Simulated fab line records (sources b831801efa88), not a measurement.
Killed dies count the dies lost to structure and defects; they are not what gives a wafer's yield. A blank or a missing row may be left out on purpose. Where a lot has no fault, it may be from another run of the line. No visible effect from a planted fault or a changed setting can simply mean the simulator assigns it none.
Chamber matching | flow gf180mcu | 4 sister chambers for GF_STI_ETCH_14 on rieSi-02
The step etches Si in HBr/Cl2/O2, target depth 360 nm, time 102.9 s. 4 wafers are shown with their chamber, then 7 later ones without.

WAFERS PAIRED WITH THEIR CHAMBERS
wafer  | chamber | runLengthS (s)
L804.4 | 1       | 131.7
L807.1 | 0       | 130.9
L807.6 | 2       | 130.1
L812.1 | 3       | 130.7

WAFERS WITH NO CHAMBER GIVEN
wafer  | runLengthS (s)
L812.2 | 131.4
L812.4 | 130.4
L813.3 | 130.7
L813.5 | 130.4
L813.6 | 131.0
L814.6 | 130.4
L819.5 | 130.6

CHAMBER TAKEN BY EACH
wafer  | from the rows above          | in truth
L812.2 | can't be placed: 1 or 0 or 3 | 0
L812.4 | can't be placed: 3 or 2 or 0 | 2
L813.3 | can't be placed: 3 or 0      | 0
L813.5 | can't be placed: 3 or 2 or 0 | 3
L813.6 | can't be placed: 0 or 3      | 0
L814.6 | can't be placed: 3 or 2 or 0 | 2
L819.5 | can't be placed: 3 or 0 or 2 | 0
Placed correctly: 0 of 7. Not placeable from these rows: 7 (in 7, the candidates include the true chamber). Number placed wrongly: 0.
How it was worked out, from the rows above alone: a wafer's distance from a chamber is the root of the sum, over the readings, of the square of ((its reading less the chamber's mean) divided by the reading's scatter). The wafer belongs to the nearest chamber; if the next one is less than 2 further off, it can't be placed. Each chamber's mean is taken over the wafers shown for it. The scatter (one wafer shown for each chamber): square how far every hidden wafer sits from the nearest shown wafer, average those squares and take the square root.
